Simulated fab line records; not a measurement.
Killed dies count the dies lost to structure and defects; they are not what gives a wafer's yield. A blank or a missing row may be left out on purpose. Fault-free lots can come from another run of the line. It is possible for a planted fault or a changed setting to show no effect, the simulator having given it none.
What tool caused it? ; flow gf180mcu ; Sampling: 10 lots, 30 wafers, 2 of 602 route steps

WHAT THE GAUGES READ, wafer by wafer
GF_V2_BOW_MEAS_05.
lot;measured;on;V2_BOW (um)
L712;day 19 11:02;film metro-02;99 93 98
L713;day 19 16:07;film metro-03;100 105 94
L716;day 20 19:45;film metro-02;111 104 113
L720;day 22 10:46;film metro-01;97 105 114
L721;day 22 14:08;film metro-02;103 102 93
L723;day 23 14:07;film metro-03;111 107 105
L730;day 25 17:53;film metro-02;101 99 104
L731;day 25 22:46;film metro-03;73 88 92
L734;day 26 19:28;film metro-03;95 97 89
L735;day 27 04:56;film metro-01;97 95 92

WHAT TOOL EACH LOT RAN ON (gives the tool, then ch and the chambers of the sampled wafers, and finally the start)
lot;GF_V2_CMP_04
L712;cmp-02 ch 1,2,3, day 19 10:41
L713;cmp-01 ch 1,2, day 19 15:49
L716;cmp-02 ch 0,1, day 20 19:28
L720;cmp-02 ch 1,2, day 22 10:31
L721;cmp-02 ch 0,1,2, day 22 13:50
L723;cmp-02 ch 0,1,3, day 23 13:47
L730;cmp-02 ch 0,1,2, day 25 17:40
L731;cmp-01 ch 0,1, day 25 22:31
L734;cmp-02 ch 0,3, day 26 19:08
L735;cmp-01 ch 0,1,2, day 27 04:41
- GF_V2_CMP_04: polishes SiO2.

THE ANSWER, worked out from the rows above alone
Rule: usual is defined by the lots themselves. The widest of any qualifying gaps counts: lots, ordered by their means at a reading, are off when they make up no more than a third of the lots, leave a main group of 4 or more, and stand apart from it by 3 or more times the standard deviation of that group's means. If all means in a main group match to the digits the tables above print for the reading, that group is not used. A lot without any number at a reading at which 4 lots or more have one is off too. Where the step has rows for the other lots, those lots are counted as sound.
No lot is off on any of the readings shown, so nothing can be concluded from this.

WHAT THE SIMULATOR PUT IN
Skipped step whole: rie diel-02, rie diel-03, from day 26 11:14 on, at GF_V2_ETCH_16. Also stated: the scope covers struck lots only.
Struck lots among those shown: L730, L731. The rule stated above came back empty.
